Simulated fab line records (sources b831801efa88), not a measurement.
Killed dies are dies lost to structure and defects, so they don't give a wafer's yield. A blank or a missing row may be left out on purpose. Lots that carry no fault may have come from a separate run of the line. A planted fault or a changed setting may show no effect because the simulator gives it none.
fab line records ; flow sky130
record: lots: 7; wafers: 21; lastDay: 50
route steps=708 shown METAL3@555 PAD_OPEN@708
lots that met no fault: from a run of the same line without faults
startH: the number of hours between the record's first day and the start of the first shown wafer of the lot ; waitH: hours elapsed since this lot's preceding step ; " same as the row above ; L1.1+2: one row covering several wafers at once ; - either no value or no given start ; * or withheld: withheld ; < > ~ a bound
route shown NAME@n: names a module that has steps shown in the file, with the first one's number in the route ; usual: mean/standard deviation taken from wafers without a fault ; same: alike in all rows ; chamber/n: place in a boat ; sites: each site's reading ; _std_site: standard deviation of those values ; _edge_site: mean of outer sites minus mean of inner sites ; radiusMm: how far each site lies from the wafer's centre ; mask NAME#n: copy n ; behind: tool/chamber where the wafer was last shaped ; hold: the reason the lot was held/the length of the hold in hours/how it ended ; device: which transistor (n, p or np) failed to switch ; end of line: tests run on the same wafers once the route is complete ; for a step that has no rows: nothing shown but its recipe ; killed: count of dies lost to structure and defects at first sort (not the wafer's yield) ; map: a wafer's dies, marking killed ones x, the rest . and places with no die _
set.NAME: the setting the step ran with; set.NAME@STEP: the setting that earlier step ran with ; model.NAME: the simulator's own value behind a step, which no gauge read
lots at some steps of the route; a table a step, a row a wafer
services: the hour from which a tool's chamber was out of use, counted from the record's first day as startH (under 0 if before that day), plus the number of hours and why
== steps ==
step: SKY_METAL3_DEHYDRATE_05
recipe: tempC: 200; timeS: 60
step: SKY_METAL3_HMDS_06
recipe: primeTimeS: 60; primeTempC: 120
step: SKY_METAL3_COAT_07
recipe: resist: BARC; tempC: withheld; timeS: withheld; spinRpm: 3000; resistThkNm: 60
step: SKY_METAL3_COAT_08
recipe: resist: KrF-thick; spinRpm: 3000; resistThkNm: 1140
step: SKY_METAL3_SOFTBAKE_09
recipe: tempC: 100; timeS: 90; resist: KrF-thick
step: SKY_METAL3_EXPOSE_10
recipe: maskId: MM3; na: 0.68; sourceShape: annular; sigmaInner: 0.4; sigmaOuter: 0.8; targetCdNm: 300; doseMj: 28
step: SKY_METAL3_PEB_11
recipe: pebTempC: withheld; pebTimeS: withheld; resist: KrF-thick
step: SKY_METAL3_DEVELOP_12
recipe: developTimeS: 60; resist: KrF-thick; devTempC: 20.5
step: SKY_METAL3_CD_MEAS_13
recipe: targetCdNm: 300
usual: cdNm: 300.3/1.4
lot.wafer;tool;chamber;startH;waitH;cdNm
L203.3;cdSem-02;-;976.74;-;298.7
L203.4;cdSem-02;-;976.74;-;299.5
L203.6;cdSem-02;-;976.74;-;300.3
L204.2;cdSem-01;-;984.57;-;301.6
L204.4;cdSem-01;-;984.57;-;301.1
L204.5;cdSem-01;-;984.57;-;303.1
L209.1;cdSem-01;-;1030.05;-;300.0
L209.2;cdSem-01;-;1030.05;-;301.4
L209.3;cdSem-01;-;1030.05;-;301.0
L211.1;cdSem-01;-;1030.93;-;299.7
L211.2;cdSem-01;-;1030.93;-;300.5
L211.3;cdSem-01;-;1030.93;-;298.8
L208.1;cdSem-02;-;1032.04;-;299.7
L208.3;cdSem-02;-;1032.04;-;300.4
L208.6;cdSem-02;-;1032.04;-;298.6
L210.3;cdSem-02;-;1032.57;-;300.8
L210.4;cdSem-02;-;1032.57;-;300.8
L210.5;cdSem-02;-;1032.57;-;299.9
L215.2;cdSem-02;-;1065.31;-;299.0
L215.3;cdSem-02;-;1065.31;-;298.8
L215.6;cdSem-02;-;1065.31;-;299.2
step: SKY_METAL3_OVL_MEAS_14
usual: METAL3_OVL: 4/4.3
lot.wafer;tool;chamber;startH;waitH;METAL3_OVL[nm]
L203.3;overlay-02;-;976.84;0.1;3
L203.4;overlay-02;-;976.84;0.1;3
L203.6;overlay-02;-;976.84;0.1;9
L204.2;overlay-02;-;984.67;0.1;7
L204.4;overlay-02;-;984.67;0.1;7
L204.5;overlay-02;-;984.67;0.1;4
L209.1;overlay-02;-;1030.17;0.1;8
L209.2;overlay-02;-;1030.17;0.1;-2
L209.3;overlay-02;-;1030.17;0.1;-2
L211.1;overlay-02;-;1031.05;0.1;7
L211.2;overlay-02;-;1031.05;0.1;11
L211.3;overlay-02;-;1031.05;0.1;9
L208.1;overlay-01;-;1032.16;0.1;3
L208.3;overlay-01;-;1032.16;0.1;4
L208.6;overlay-01;-;1032.16;0.1;1
L210.3;overlay-01;-;1032.66;0.1;4
L210.4;overlay-01;-;1032.66;0.1;9
L210.5;overlay-01;-;1032.66;0.1;7
L215.2;overlay-02;-;1065.42;0.1;3
L215.3;overlay-02;-;1065.42;0.1;4
L215.6;overlay-02;-;1065.42;0.1;4
step: SKY_METAL3_DESCUM_15
recipe: chemistry: O2; sourcePowerW: 150; biasPowerW: 0; pressureMtorr: 10; tempC: 40; timeS: 8
usual: drypumpMotorCurrentA: 5.76/0.29; oesProductAu: 0.996/0.01; rfFwdPowerW: 146.9/0.7
lot.wafer;tool;chamber;startH;waitH;drypumpMotorCurrentA;oesProductAu;rfFwdPowerW;rfHoursCounterH
L203.3;rieMetal-02;1;976.87;0.0;5.94;0.997;147.9;-
L203.4;rieMetal-02;0;976.87;0.0;5.06;0.986;146.9;-
L203.6;rieMetal-02;0;976.87;0.0;5.05;1.005;147.0;-
L204.2;rieMetal-01;0;984.70;0.0;5.93;0.997;147.2;13
L204.4;rieMetal-01;1;984.70;0.0;5.80;0.984;146.5;-
L204.5;rieMetal-01;0;984.70;0.0;5.92;1.014;146.5;-
L209.1;rieMetal-02;1;1030.21;0.0;5.92;0.985;148.0;21
L209.2;rieMetal-02;1;1030.21;0.0;5.92;0.993;147.1;-
L209.3;rieMetal-02;1;1030.21;0.0;5.93;0.995;148.1;-
L211.1;rieMetal-02;1;1031.09;0.0;5.97;1.003;146.7;21
L211.2;rieMetal-02;1;1031.09;0.0;5.96;0.995;147.3;-
L211.3;rieMetal-02;1;1031.09;0.0;5.98;0.994;146.9;-
L208.1;rieMetal-02;1;1032.20;0.0;5.96;0.986;147.4;21
L208.3;rieMetal-02;1;1032.20;0.0;5.96;0.995;146.7;-
L208.6;rieMetal-02;1;1032.20;0.0;5.95;0.988;147.0;-
L210.3;rieMetal-03;0;1032.70;0.0;5.96;1.007;145.9;-
L210.4;rieMetal-03;1;1032.70;0.0;5.41;1.000;148.3;-
L210.5;rieMetal-03;0;1032.70;0.0;5.94;0.998;146.0;-
L215.2;rieMetal-01;1;1065.45;0.0;5.81;0.987;145.9;22
L215.3;rieMetal-01;0;1065.45;0.0;5.94;1.003;147.1;-
L215.6;rieMetal-01;0;1065.45;0.0;5.94;1.006;146.7;-
step: SKY_METAL3_ETCH_16
recipe: chemistry: N2/H2; target: BARC; ionEnergyEv: 200; biasW: 100; pressureMtorr: 30; n2FlowSccm: 100; h2FlowSccm: 200; icpW: 500; stopOn: SiO2; timeS: 88.2; targetDepthA: 600
usual: drypumpMotorCurrentA: 5.77/0.29; oesProductAu: 0.626/0.0047; rfFwdPowerW: 496.6/1.9; throttleValvePct: 13.205/0.0081
lot.wafer;tool;chamber;startH;waitH;drypumpMotorCurrentA;oesProductAu;rfFwdPowerW;rfHoursCounterH;throttleValvePct
L203.3;rieMetal-02;1;976.92;0.0;5.95;0.623;500.7;-;13.200
L203.4;rieMetal-02;0;976.92;0.0;5.10;0.629;495.8;-;13.197
L203.6;rieMetal-02;0;976.92;0.0;5.09;0.618;496.9;-;13.209
L204.2;rieMetal-01;0;984.73;0.0;5.95;0.632;495.5;13;13.205
L204.4;rieMetal-01;1;984.73;0.0;5.81;0.628;494.1;-;13.205
L204.5;rieMetal-01;0;984.73;0.0;5.98;0.624;497.8;-;13.211
L209.1;rieMetal-02;1;1030.27;0.1;5.96;0.627;497.0;21;13.211
L209.2;rieMetal-02;1;1030.27;0.1;5.98;0.624;497.0;-;13.200
L209.3;rieMetal-02;1;1030.27;0.1;5.98;0.628;496.2;-;13.223
L211.1;rieMetal-02;1;1031.15;0.1;5.97;0.630;494.0;21;13.185
L211.2;rieMetal-02;1;1031.15;0.1;5.95;0.629;495.2;-;13.190
L211.3;rieMetal-02;1;1031.15;0.1;5.95;0.624;492.3;-;13.198
L208.1;rieMetal-02;1;1032.26;0.1;6.00;0.634;499.2;21;13.203
L208.3;rieMetal-02;1;1032.26;0.1;6.00;0.634;496.3;-;13.190
L208.6;rieMetal-02;1;1032.26;0.1;5.97;0.618;497.1;-;13.210
L210.3;rieMetal-03;0;1032.75;0.0;5.97;0.625;495.4;-;13.204
L210.4;rieMetal-03;1;1032.75;0.0;5.45;0.630;498.8;-;13.209
L210.5;rieMetal-03;0;1032.75;0.0;5.99;0.623;494.9;-;13.191
L215.2;rieMetal-01;1;1065.48;0.0;5.82;0.621;493.9;22;13.220
L215.3;rieMetal-01;0;1065.48;0.0;5.96;0.626;493.9;-;13.208
L215.6;rieMetal-01;0;1065.48;0.0;5.99;0.627;495.1;-;13.207
step: SKY_METAL3_ETCH_17
recipe: target: SiO2; stopOn: TiN; chemistry: C4F8/O2/Ar; sourceW: 1500; biasW: 1200; pressureMtorr: 40; c4f8FlowSccm: withheld; O2_flow_sccm: 6; Ar_flow_sccm: 300; timeS: 3.9; targetDepthA: 150
usual: oesProductAu: 0.755/0.0069; rfFwdPowerW: 1466/6.8
lot.wafer;tool;chamber;startH;waitH;oesProductAu;rfFwdPowerW;rfHoursCounterH
L203.3;rieDiel-02;0;976.99;0.0;0.747;1460;1
L203.4;rieDiel-02;1;976.99;0.0;0.767;1462;3
L203.6;rieDiel-02;2;976.99;0.0;0.755;1474;-
L204.2;rieDiel-03;2;984.83;0.1;0.751;1466;19
L204.4;rieDiel-03;1;984.83;0.1;0.757;1459;8
L204.5;rieDiel-03;0;984.83;0.1;0.756;1459;-
L209.1;rieDiel-02;0;1030.47;0.2;0.743;1218;2
L209.2;rieDiel-02;2;1030.47;0.2;0.742;1232;13
L209.3;rieDiel-02;3;1030.47;0.2;0.741;1228;13
L211.1;rieDiel-02;0;1031.35;0.2;0.759;1222;2
L211.2;rieDiel-02;3;1031.35;0.2;0.754;1243;13
L211.3;rieDiel-02;1;1031.35;0.2;0.760;1227;5
L208.1;rieDiel-03;2;1032.46;0.2;0.757;1471;20
L208.3;rieDiel-03;0;1032.46;0.2;0.760;1459;12
L208.6;rieDiel-03;1;1032.46;0.2;0.761;1470;-
L210.3;rieDiel-02;0;1032.82;0.0;0.750;1222;3
L210.4;rieDiel-02;1;1032.82;0.0;0.769;1223;5
L210.5;rieDiel-02;0;1032.82;0.0;0.759;1220;-
L215.2;rieDiel-03;1;1065.58;0.1;0.732;1466;10
L215.3;rieDiel-03;2;1065.58;0.1;0.747;1476;21
L215.6;rieDiel-03;0;1065.58;0.1;0.756;1460;-
step: SKY_METAL3_METAL_ETCH_18
recipe: targetDepthA: 8450; stopOn: SiO2; overEtchFrac: 0.3; timeS: 183.1; chemistry: Cl2/BCl3; resistSidewallDeg: 88; pressureMtorr: 10; icpW: 900; biasW: 48.5; Cl2_flow_sccm: 60; bcl3FlowSccm: 30
usual: bcl3FlowSccm: 29.98/0.097; drypumpMotorCurrentA: 5.76/0.26; oesProductAu: 0.866/0.0054; rfFwdPowerW: 895.9/3; throttleValvePct: 22.264/0.0089
lot.wafer;tool;chamber;startH;waitH;bcl3FlowSccm;drypumpMotorCurrentA;oesProductAu;rfFwdPowerW;rfHoursCounterH;throttleValvePct
L203.3;rieMetal-01;1;977.07;0.1;29.98;5.79;0.866;894.8;-;22.274
L203.4;rieMetal-01;0;977.07;0.1;30.09;5.94;0.871;892.5;-;22.270
L203.6;rieMetal-01;0;977.07;0.1;29.95;5.94;0.868;895.0;-;22.258
L204.2;rieMetal-03;0;984.85;0.0;30.07;5.96;0.863;892.2;5;22.278
L204.4;rieMetal-03;0;984.85;0.0;30.04;5.94;0.859;892.1;-;22.275
L204.5;rieMetal-03;0;984.85;0.0;30.05;5.91;0.869;896.2;-;22.266
L209.1;rieMetal-03;1;1030.49;0.0;30.16;5.41;0.880;896.1;15;22.269
L209.2;rieMetal-03;0;1030.49;0.0;30.07;5.96;0.869;893.9;7;22.257
L209.3;rieMetal-03;0;1030.49;0.0;29.97;5.93;0.864;895.8;-;22.264
L211.1;rieMetal-01;0;1031.37;0.0;29.91;5.94;0.871;897.8;17;22.262
L211.2;rieMetal-01;1;1031.37;0.0;29.99;5.80;0.866;896.2;20;22.264
L211.3;rieMetal-01;1;1031.37;0.0;29.94;5.78;0.859;895.6;-;22.260
L208.1;rieMetal-01;0;1032.48;0.0;29.96;5.94;0.860;895.1;17;22.278
L208.3;rieMetal-01;1;1032.48;0.0;29.82;5.80;0.867;893.8;-;22.277
L208.6;rieMetal-01;1;1032.48;0.0;29.82;5.79;0.863;892.6;-;22.247
L210.3;rieMetal-02;1;1032.95;0.1;29.91;5.96;0.873;895.9;-;22.265
L210.4;rieMetal-02;1;1032.95;0.1;29.96;5.94;0.865;899.3;-;22.268
L210.5;rieMetal-02;1;1032.95;0.1;29.88;5.95;0.875;900.2;-;22.253
L215.2;rieMetal-03;1;1065.60;0.0;30.07;5.43;0.859;896.0;17;22.275
L215.3;rieMetal-03;0;1065.60;0.0;30.11;5.93;0.869;892.8;-;22.246
L215.6;rieMetal-03;0;1065.60;0.0;29.96;5.91;0.862;890.3;-;22.263
step: SKY_PAD_OPEN_PROBE_99
usual: defectLimitedYield: 82.5/2.1; killed_at_M0_to_M3: 43/6.8; killed_at_M4_up: 3.2/1.7; killedAtContacts: 24/5.6; killedAtFrontEnd: 15/4.7; killedAtOther: 0.3/0.59; killedDies: 86/10; killedOpen: 47/6.8; killedShort: 39/6.4; sort_bin_3_pad_short: 0.9/0.42; sort_bin_5_function: 10.5/1.6; sort_bin_6_memory: 6.2/1.1; sortNPass: 406/10; sortYieldPct: 82.5/2.1
same: grossDies: 492; killedAtBackSide: 0; sort_bin_4_leakage[%]: 0; sort_bin_8_speed[%]: 0
lot.wafer;tool;chamber;startH;waitH;defectLimitedYield[%];killed_at_M0_to_M3;killed_at_M4_up;killedAtContacts;killedAtFrontEnd;killedAtOther;killedDies;killedOpen;killedShort;sort_bin_3_pad_short[%];sort_bin_5_function[%];sort_bin_6_memory[%];sortNPass;sortYieldPct[%]
L203.3;prober-02;-;1135.79;0.2;85.8;39;3;18;9;1;70;39;30;0.6;7.7;5.9;422;85.8
L203.4;prober-02;-;1135.84;0.2;81.1;45;4;28;16;0;93;51;42;1.0;11.2;6.7;399;81.1
L203.6;prober-02;-;1135.94;0.2;83.7;43;4;19;14;0;80;43;37;0.2;9.1;6.9;412;83.7
L204.2;prober-01;-;1144.36;0.1;78.7;42;4;30;29;0;105;61;44;0.8;12.6;7.9;387;78.7
L204.4;prober-01;-;1144.46;0.2;87.0;33;2;16;13;0;64;34;30;0.6;7.1;5.3;428;87.0
L204.5;prober-01;-;1144.51;0.2;81.9;44;2;29;14;0;89;47;42;0.6;9.6;7.9;403;81.9
L208.1;prober-01;-;1182.06;0.1;86.2;33;3;23;9;0;68;40;28;1.0;7.7;5.1;424;86.2
L208.3;prober-01;-;1182.16;0.2;82.7;47;1;24;13;0;85;45;40;1.8;8.5;6.9;407;82.7
L208.6;prober-01;-;1182.31;0.2;82.7;43;2;27;13;0;85;37;48;1.0;10.4;5.9;407;82.7
killed by level:class
L203.3 CONTACT:geometricParticle:open=8 VIA1:geometricParticle:open=8 LI_CONTACT:geometricParticle:open=6 METAL1:geometricParticle:short=6 VIA2:geometricParticle:open=6 VIA3:geometricParticle:open=4 VIA1:geometricParticle:short=4 FIELD_ISO:geometricParticle:open=3
L203.4 CONTACT:geometricParticle:open=13 VIA1:geometricParticle:open=11 CONTACT:geometricParticle:short=6 METAL1:geometricParticle:short=6 VIA1:geometricParticle:short=5 METAL2:geometricParticle:short=5 LI_CONTACT:geometricParticle:open=4 LOCAL_INTERCONNECT:geometricParticle:short=4
L203.6 VIA1:geometricParticle:open=12 LI_CONTACT:geometricParticle:open=7 METAL3:geometricParticle:short=6 CONTACT:geometricParticle:open=5 POLY_GATE:geometricParticle:short=4 CONTACT:geometricParticle:short=4 METAL1:geometricParticle:short=4 VIA1:geometricParticle:short=4
L204.2 CONTACT:geometricParticle:open=11 VIA2:geometricParticle:open=9 LI_CONTACT:geometricParticle:open=8 FIELD_ISO:geometricParticle:open=7 FIELD_ISO:geometricParticle:short=7 POLY_GATE:geometricParticle:short=7 CONTACT:geometricParticle:short=7 VIA1:geometricParticle:open=7
L204.4 VIA1:geometricParticle:open=8 FIELD_ISO:geometricParticle:open=7 CONTACT:geometricParticle:open=7 CONTACT:geometricParticle:short=5 VIA1:geometricParticle:short=4 VIA2:geometricParticle:open=4 METAL2:geometricParticle:short=4 METAL3:geometricParticle:short=4
L204.5 LI_CONTACT:geometricParticle:open=11 CONTACT:geometricParticle:open=8 VIA1:geometricParticle:short=8 VIA1:geometricParticle:open=7 METAL2:geometricParticle:short=7 VIA2:geometricParticle:open=6 POLY_GATE:geometricParticle:short=5 CONTACT:geometricParticle:short=5
L208.1 CONTACT:geometricParticle:open=10 VIA1:geometricParticle:open=5 VIA2:geometricParticle:open=5 METAL1:geometricParticle:short=5 VIA3:geometricParticle:open=5 LI_CONTACT:geometricParticle:open=4 LI_CONTACT:geometricParticle:short=4 VIA1:geometricParticle:short=4
L208.3 VIA1:geometricParticle:open=8 CONTACT:geometricParticle:open=8 VIA3:geometricParticle:open=8 LOCAL_INTERCONNECT:geometricParticle:short=6 VIA3:geometricParticle:short=6 METAL1:geometricParticle:short=6 METAL2:geometricParticle:short=6 LI_CONTACT:geometricParticle:open=5
L208.6 CONTACT:geometricParticle:open=10 VIA1:geometricParticle:short=9 METAL1:geometricParticle:short=8 LI_CONTACT:geometricParticle:open=7 POLY_GATE:geometricParticle:short=6 VIA2:geometricParticle:short=5 LOCAL_INTERCONNECT:geometricParticle:short=5 VIA2:geometricParticle:open=5
== services ==
tool;chamber;startH;hours;kind
rieMetal-02;-;960.59;2.8;pm
rieDiel-03;3;969.89;10.9;repair
rieMetal-03;-;974.99;3.4;repair
rieDiel-03;-;995.83;4.3;pm
rieMetal-02;0;1026.25;-;clean
rieMetal-02;0;1026.25;24.7;scheduledDown
rieMetal-02;0;1026.25;24.7;ventCycle
== key ==
firstSign: step: SKY_METAL3_ETCH_17; reading: rfFwdPowerW; direction: down; sigmas: 35; usual: 1466; struck: 1226
effect none on later readings
metAt SKY_METAL3_ETCH_17
struckWafers L209.1,L209.2,L209.3,L210.3,L210.4,L210.5,L211.1,L211.2,L211.3
onsetBetween 976.99 1030.47
fault: kind: processParameterDrift; tool: rieDiel-02; chamber: -; onsetH: 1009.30; steps: SKY_METAL3_ETCH_17; channel: sourceW; offset: -240; shape: step; endH: 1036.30; actsIn: theseRecipesOnly; stated: 1500
